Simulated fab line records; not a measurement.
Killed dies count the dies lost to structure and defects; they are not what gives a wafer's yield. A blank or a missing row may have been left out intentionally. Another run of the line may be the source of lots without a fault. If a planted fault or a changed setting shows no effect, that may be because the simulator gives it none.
Which tool was responsible? ; flow sky130 ; 12 lots with 36 wafers sampled at 2 steps, on a route of 708 steps

== WHAT THE GAUGES READ, wafer by wafer ==
SKY_VIA2_CD_MEAS_12 targets a cd of 200 nm.
lot;measured;on;cd-nm (nm)
L075;day 37 02:02;cd-sem-01;198.8 197.2 197.5
L077;day 38 01:14;cd-sem-01;199.7 198.3 198.7
L079;day 38 17:53;cd-sem-02;200.6 200.5 199.8
L080;day 38 20:32;cd-sem-02;199.8 200.2 200.9
L082;day 39 01:31;cd-sem-01;200.9 201.3 202.3
L085;day 39 17:53;cd-sem-01;201.2 200.4 201.1
L087;day 40 11:20;cd-sem-02;200.3 200.3 199.8
L089;day 40 20:20;cd-sem-02;201.7 201.0 201.6
L091;day 41 11:01;cd-sem-01;199.3 200.8 200.9
L093;day 42 11:33;cd-sem-01;200.3 198.8 198.9
L094;day 42 20:14;cd-sem-02;199.6 199.5 199.3
L097;day 43 07:04;cd-sem-02;198.0 198.5 199.7

== TOOL THAT RAN EACH LOT (tool first, then ch and the chambers of the sampled wafers, then the start) ==
lot;SKY_CONTACT_STRIP_19
L075;plasma-asher-03 ch 0,1, day 32 10:09
L077;plasma-asher-04 ch 0, day 33 09:43
L079;plasma-asher-01 ch 0,1, day 34 05:55
L080;plasma-asher-01 ch 0,1, day 34 08:44
L082;plasma-asher-01 ch 0, day 34 11:43
L085;plasma-asher-01 ch 0,1, day 35 04:22
L087;plasma-asher-03 ch 0,1, day 36 00:04
L089;plasma-asher-04 ch 0,1, day 36 10:02
L091;plasma-asher-04 ch 1, day 37 01:28
L093;plasma-asher-03 ch 1, day 38 05:20
L094;plasma-asher-03 ch 0,1, day 38 11:25
L097;plasma-asher-01 ch 0,1, day 39 02:44
- SKY_CONTACT_STRIP_19: strips in O2/N2.

== THE ANSWER, worked out from the rows above alone ==
Rule: usual is defined by the lots themselves. Put in order of their means at a reading, lots are off if they are a third of the lots or fewer, leave a main group of 4 or more, and stand apart from it by a gap of 3 or more times the standard deviation of the main group's means; of several such gaps the widest counts. A main group is skipped when, at the precision printed for the reading in the tables above, its means are all equal. Also off: a lot with no number at a reading for which 4 or more lots have one. All remaining lots with rows at the step are treated as sound.
Across all readings shown, no lot is off: no conclusion can be drawn from this.

== WHAT THE SIMULATOR HAD INSERTED ==
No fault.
